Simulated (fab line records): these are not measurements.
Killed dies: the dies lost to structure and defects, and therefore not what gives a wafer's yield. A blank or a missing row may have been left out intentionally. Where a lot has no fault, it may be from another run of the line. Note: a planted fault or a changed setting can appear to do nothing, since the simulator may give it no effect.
fab line records	flow sfq_line
record: lots: 7	wafers: 21	last_day: 100
route steps=325 shown M2@99 I2@103
lots that met no fault: taken from a fault-free run of the same line
start_h: start of the lot's first displayed wafer, in hours after the record's first day	wait_h: hours since the lot's step before	" identical to the entry in the row above	L1.1+2: one row covering several wafers at once	- no value, or no start given	* or withheld: withheld	< > ~ a bound
route shown NAME@n: NAME is a module with steps in the file, n the number in the route of the first one	usual: the fault-free wafers' mean and standard deviation	same: alike in all rows	chamber/n: place in a boat	sites: each site's reading	_std_site: standard deviation across them	_edge_site: mean of outer sites minus mean of inner sites	radius_mm: for every site, how far away it sits from the centre of the wafer	mask NAME#n: copy n	behind: the most recent tool/chamber to have shaped the wafer	hold: what put the lot on hold/how long, in hours/how the hold closed	device: the transistor (n, p or np) that didn't switch	end of line: the tests these same wafers got at the end of their route	step lacking rows: just its recipe	killed: dies that structure and defects cost at the first sort, which is not the same as the wafer's yield	map: a wafer's dies, marking killed ones x, the rest . and places with no die _
set.NAME: the run value of the setting; set.NAME@STEP: its run value at that earlier step	model.NAME: the simulator's own value behind a step, which no gauge read
certain route steps with their lots: each step a table, each wafer a row
services: when a tool's chamber went out of use (start_h, in hours from the record's first day, below 0 if earlier), for how many hours, and the reason
== steps ==
step: SFQ_TRILAYER_M2_BARC_OPEN_METAL_ETCH_077
recipe: mask_material: PR	chemistry: O2	target_depth_nm: 125	target: BARC	icp_w: 600	bias_w: 80	pressure_mtorr: 10	time_s: 41.7
usual: drypump_motor_current_A: 5.9/0.48	oes_product_au: 0.684/0.0045
same: time_s: 41.7
lot.wafer	tool	chamber	start_h	wait_h	drypump_motor_current_A	oes_product_au	rf_hours_counter_h
L815.4	rie_metal-04	0	870.74	0.0	6.7	0.692	-
L815.5	"	0	"	"	6.7	0.687	-
L815.6	"	1	"	"	6.1	0.688	-
L817.1	rie_metal-03	1	910.45	0.0	5.3	0.691	108
L817.3	"	0	"	"	6.0	0.678	-
L817.5	"	0	"	"	6.0	0.678	-
L829.3	rie_metal-01	1	1048.12	0.0	5.5	0.679	-
L829.4	"	0	"	"	5.9	0.686	-
L829.6	"	1	"	"	5.5	0.685	-
L830.1	rie_metal-04	0	1051.70	0.0	6.7	0.685	55
L830.5	"	0	"	"	6.7	0.693	-
L830.6	"	0	"	"	6.7	0.687	-
L831.2	rie_metal-04	0	1058.92	0.0	6.7	0.684	-
L831.3	"	0	"	"	6.7	0.686	-
L831.4	"	0	"	"	6.7	0.683	-
L832.2	rie_metal-03	0	1061.30	0.0	6.0	0.686	86
L832.3	"	0	"	"	6.0	0.692	-
L832.5	"	0	"	"	6.0	0.679	-
L838.2	rie_metal-03	0	1125.24	0.0	6.0	0.680	93
L838.4	"	0	"	"	6.0	0.688	-
L838.5	"	0	"	"	6.0	0.677	-
step: SFQ_TRILAYER_M2_ETCH_METAL_ETCH_060
recipe: target: Nb	stop_on: SiO2	mask_material: PR	chemistry: Cl2/Ar	target_depth_nm: 240	icp_w: 600	bias_w: 80	pressure_mtorr: 10	time_s: 120
usual: drypump_motor_current_A: 5.9/0.48	oes_product_au: 0.892/0.0074
same: time_s: 120
lot.wafer	tool	chamber	start_h	wait_h	drypump_motor_current_A	oes_product_au	rf_hours_counter_h
L815.4	rie_metal-04	0	870.83	0.1	6.7	0.893	-
L815.5	"	0	"	"	6.7	0.897	-
L815.6	"	1	"	"	6.1	0.899	-
L817.1	rie_metal-03	1	910.51	0.0	5.3	0.891	108
L817.3	"	0	"	"	6.0	0.887	-
L817.5	"	0	"	"	6.0	0.881	-
L829.3	rie_metal-01	1	1048.20	0.1	5.5	0.876	-
L829.4	"	0	"	"	5.8	0.884	-
L829.6	"	1	"	"	5.5	0.879	-
L830.1	rie_metal-04	0	1051.82	0.1	6.7	0.891	55
L830.5	"	0	"	"	6.7	0.894	-
L830.6	"	0	"	"	6.7	0.886	-
L831.2	rie_metal-04	0	1059.06	0.1	6.7	0.883	-
L831.3	"	0	"	"	6.7	0.886	-
L831.4	"	0	"	"	6.7	0.886	-
L832.2	rie_metal-03	0	1061.36	0.0	6.0	0.897	86
L832.3	"	0	"	"	6.0	0.889	-
L832.5	"	0	"	"	6.0	0.901	-
L838.2	rie_metal-03	0	1125.30	0.0	6.0	0.889	93
L838.4	"	0	"	"	6.0	0.890	-
L838.5	"	0	"	"	6.0	0.900	-
step: SFQ_TRILAYER_M2_STRIP_STRIP_061
recipe: gas: O2	power_w: 200	platen_temp_c: 40	overash_fraction: 0.65	chemistry: O2	pressure_mtorr: 50
usual: drypump_motor_current_A: 5.9/0.48	oes_product_au: 1.001/0.0084
lot.wafer	tool	chamber	start_h	wait_h	drypump_motor_current_A	oes_product_au	rf_hours_counter_h
L815.4	rie_metal-04	0	871.11	0.2	6.7	1.008	-
L815.5	"	0	"	"	6.7	1.010	-
L815.6	"	1	"	"	6.1	1.000	-
L817.1	rie_metal-03	1	910.63	0.1	5.2	0.989	108
L817.3	"	0	"	"	6.0	0.998	-
L817.5	"	0	"	"	6.0	1.008	-
L829.3	rie_metal-01	1	1048.49	0.2	5.5	1.006	-
L829.4	"	0	"	"	5.9	1.000	-
L829.6	"	1	"	"	5.4	0.981	-
L830.1	rie_metal-04	0	1052.07	0.2	6.7	1.000	55
L830.5	"	0	"	"	6.7	1.005	-
L830.6	"	0	"	"	6.7	1.002	-
L831.2	rie_metal-04	0	1059.47	0.4	6.7	1.009	-
L831.3	"	0	"	"	6.7	1.001	-
L831.4	"	0	"	"	6.7	0.999	-
L832.2	rie_metal-03	0	1061.49	0.1	6.0	0.998	86
L832.3	"	0	"	"	6.0	1.007	-
L832.5	"	0	"	"	6.0	1.009	-
L838.2	rie_metal-03	0	1125.43	0.1	6.0	1.000	93
L838.4	"	0	"	"	6.0	0.999	-
L838.5	"	0	"	"	5.9	1.005	-
step: SFQ_TRILAYER_M2_STRIP_SOLV_CLEAN_062
recipe: chemistry: NMP	temp_c: 70	time_s: 600
step: SFQ_TRILAYER_I2_DEP_PECVD_063
recipe: material: SiO2	temp_c: 150	time_s: 111.11	pressure_torr: 2.4	rf_w: 183.3	precursor: SiH4/N2O	target_thk_nm: 500
usual: heater_power_w: 84/14	showerhead_vpp_V: 832/45	throttle_valve_pct: 24.8/1.2
same: time_s: 111.11
lot.wafer	tool	chamber	start_h	wait_h	heater_power_w	showerhead_vpp_V	since_wet_clean_h	throttle_valve_pct
L815.4	pecvd-01	0	871.72	0.0	88	855	-	25.5
L815.5	"	2	"	"	85	894	-	25.3
L815.6	"	0	"	"	91	849	-	25.2
L817.1	pecvd-02	2	911.41	0.0	91	763	334	23.3
L817.3	"	1	"	"	62	828	334	22.8
L817.5	"	1	"	"	64	817	-	23.0
L829.3	pecvd-02	1	1049.06	0.0	65	837	471	23.3
L829.4	"	1	"	"	53	824	-	23.2
L829.6	"	2	"	"	102	776	-	23.8
L830.1	pecvd-03	2	1053.45	0.0	86	897	1215	25.8
L830.5	"	1	"	"	80	781	-	24.3
L830.6	"	2	"	"	90	884	-	25.9
L831.2	pecvd-02	2	1060.65	0.0	100	772	483	23.4
L831.3	"	1	"	"	65	832	483	22.9
L831.4	"	1	"	"	67	827	-	23.1
L832.2	pecvd-01	2	1062.26	0.0	75	903	854	25.5
L832.3	"	0	"	"	103	852	854	25.8
L832.5	"	0	"	"	107	864	-	25.6
L838.2	pecvd-01	1	1126.20	0.0	87	827	918	25.5
L838.4	"	0	"	"	89	848	-	26.1
L838.5	"	2	"	"	81	902	-	25.5
step: SFQ_TRILAYER_I2_CMP_CMP_064
recipe: material: SiO2	down_force_psi: 3	platen_rpm: 60	pad_velocity_m_s: 0.94248
usual: motor_current_A: 10.5/0.74	slurry_flow_ml_min: 150.1/0.43	time_to_endpoint_s: 216/7.5
lot.wafer	tool	chamber	start_h	wait_h	motor_current_A	slurry_flow_ml_min	time_to_endpoint_s
L815.4	cmp-02	2	872.80	1.0	10.7	150.6	217
L815.6	"	0	873.80	2.0	10.4	149.7	226
L815.5	"	1	"	"	10.4	150.1	204
L817.1	cmp-01	3	914.46	3.0	10.5	150.3	205
L817.3	"	0	"	"	9.9	150.3	209
L817.5	"	3	916.46	5.0	9.9	150.1	206
L829.3	cmp-02	3	1051.02	1.9	11.4	150.3	209
L829.4	"	0	"	"	10.5	150.0	222
L829.6	"	0	1053.52	4.4	10.2	149.7	223
L830.1	cmp-01	2	1054.53	1.0	9.5	149.1	219
L830.6	"	0	1055.53	2.0	10.0	149.4	229
L830.5	"	1	"	"	11.0	150.8	212
L831.3	cmp-02	2	1062.35	1.7	10.3	150.2	206
L831.2	"	3	"	"	12.6	150.3	207
L831.4	"	0	"	"	10.2	150.1	213
L832.3	cmp-01	3	1064.03	1.7	10.7	149.4	202
L832.2	"	0	"	"	9.8	149.6	207
L832.5	"	1	"	"	11.4	149.8	209
L838.4	cmp-02	0	1126.28	0.0	10.5	149.9	238
L838.2	"	3	1127.78	1.5	11.3	150.4	228
L838.5	"	1	1128.78	2.5	10.4	150.8	224
step: SFQ_I2_BOW_MEAS_917
recipe: mode: bow
usual: I2_BOW: 4/8.2
lot.wafer	tool	chamber	start_h	wait_h	I2_BOW[um]
L815.4	film_metro-01	-	874.86	1.6	-4
L815.5	"	-	"	"	9
L815.6	"	-	"	"	5
L817.1	film_metro-03	-	917.46	2.5	5
L817.3	"	-	"	"	-3
L817.5	"	-	"	"	1
L829.3	film_metro-01	-	1054.06	2.5	13
L829.4	"	-	"	"	2
L829.6	"	-	"	"	9
L830.1	film_metro-02	-	1056.53	1.5	-1
L830.5	"	-	"	"	-7
L830.6	"	-	"	"	-2
L831.2	film_metro-01	-	1064.87	1.5	12
L831.3	"	-	"	"	-3
L831.4	"	-	"	"	-4
L832.2	film_metro-03	-	1066.05	1.0	3
L832.3	"	-	"	"	8
L832.5	"	-	"	"	7
L838.2	film_metro-03	-	1129.30	1.0	-2
L838.4	"	-	"	"	20
L838.5	"	-	"	"	6
step: SFQ_TRILAYER_I2_METRO_MEASURE_065
step: SFQ_TRILAYER_I2_VIA_LITHO_COAT_072
recipe: resist: BARC	spin_rpm: 3000	resist_thk_nm: 62
step: SFQ_TRILAYER_I2_VIA_LITHO_COAT_067
recipe: resist: KrF	spin_rpm: 3000	resist_thk_nm: 650
step: SFQ_TRILAYER_I2_VIA_LITHO_SOFTBAKE_071
recipe: temp_c: withheld	time_s: withheld	resist: KrF
step: SFQ_TRILAYER_I2_VIA_LITHO_EXPOSE_068
recipe: mask_id: I2	na: 0.6	source_shape: conventional	sigma_outer: 0.65	target_cd_nm: 500	dose_mj: 21.3
step: SFQ_TRILAYER_I2_VIA_LITHO_PEB_070
recipe: peb_temp_c: 115	peb_time_s: 60	resist: KrF
usual: heater_power_total_W: 79.16/0.065	plate_temp_C: 115.02/0.14
lot.wafer	tool	chamber	start_h	wait_h	heater_power_total_W	plate_temp_C
L815.4	litho_track-01	0	1037.25	0.5	79.26	114.88
L815.5	"	0	"	"	79.17	114.97
L815.6	"	0	"	"	79.19	114.93
L817.1	litho_track-04	0	1070.57	1.0	79.19	114.82
L817.3	"	0	"	"	79.15	114.96
L817.5	"	0	"	"	79.19	114.96
L829.3	litho_track-02	0	1199.78	0.7	79.03	115.07
L829.4	"	0	"	"	79.20	115.13
L829.6	"	0	"	"	79.08	115.14
L830.1	litho_track-04	0	1203.33	1.0	77.55	113.18
L830.5	"	0	"	"	77.65	113.23
L830.6	"	0	"	"	77.68	113.36
L831.2	litho_track-04	0	1210.56	0.8	77.60	113.39
L831.3	"	0	"	"	77.54	113.38
L831.4	"	0	"	"	77.56	113.21
L832.2	litho_track-04	0	1211.76	0.8	77.64	113.37
L832.3	"	0	"	"	77.64	113.24
L832.5	"	0	"	"	77.67	113.26
L838.2	litho_track-02	0	1274.28	0.8	79.10	115.14
L838.4	"	0	"	"	79.17	115.13
L838.5	"	0	"	"	79.12	115.21
step: SFQ_TRILAYER_I2_VIA_LITHO_DEVELOP_069
recipe: time_s: 60	resist: KrF
== services ==
tool	chamber	start_h	hours	kind
cmp-02	-	854.55	0.5	repair
rie_metal-03	-	871.42	2.8	pm
cmp-02	-	899.69	1.6	repair
cmp-02	-	904.27	4.4	pm
cmp-02	-	915.68	4.0	pm
rie_metal-04	-	923.56	1.4	pm
cmp-02	-	936.20	5.1	repair
cmp-02	-	960.32	2.1	repair
cmp-02	-	964.69	3.0	repair
cmp-02	-	1004.97	1.7	repair
rie_metal-04	-	1031.79	0.5	repair
rie_metal-04	1	1036.93	46.9	repair
cmp-02	-	1055.29	0.4	repair
cmp-02	-	1064.85	3.3	pm
cmp-02	-	1103.49	1.5	repair
cmp-02	-	1113.84	0.3	repair
cmp-02	-	1148.58	1.0	repair
cmp-02	-	1153.76	0.6	repair
cmp-02	-	1179.80	6.4	repair
cmp-02	-	1195.62	11.4	pm
cmp-02	-	1208.89	2.4	repair
cmp-02	-	1234.66	0.8	repair
cmp-02	-	1257.54	4.0	pm
cmp-02	-	1273.54	4.1	pm
== key ==
first_sign: step: SFQ_TRILAYER_I2_VIA_LITHO_PEB_070	reading: heater_power_total_W	direction: down	sigmas: 24	usual: 79.16	struck: 77.62
effect: step: SFQ_TRILAYER_I2_VIA_LITHO_PEB_070	reading: plate_temp_C	direction: down	sigmas: 13	usual: *	struck: *
met_at SFQ_TRILAYER_I2_VIA_LITHO_PEB_070
struck_wafers L830.1,L830.5,L830.6,L831.2,L831.3,L831.4,L832.2,L832.3,L832.5
onset_between 1070.57 1203.33
fault: kind: process_parameter_drift	tool: litho_track-04	chamber: -	onset_h: 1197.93	steps: SFQ_TRILAYER_I2_VIA_LITHO_PEB_070	channel: peb_temp_c	offset: *	shape: step	end_h: 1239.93	acts_in: *	stated: *
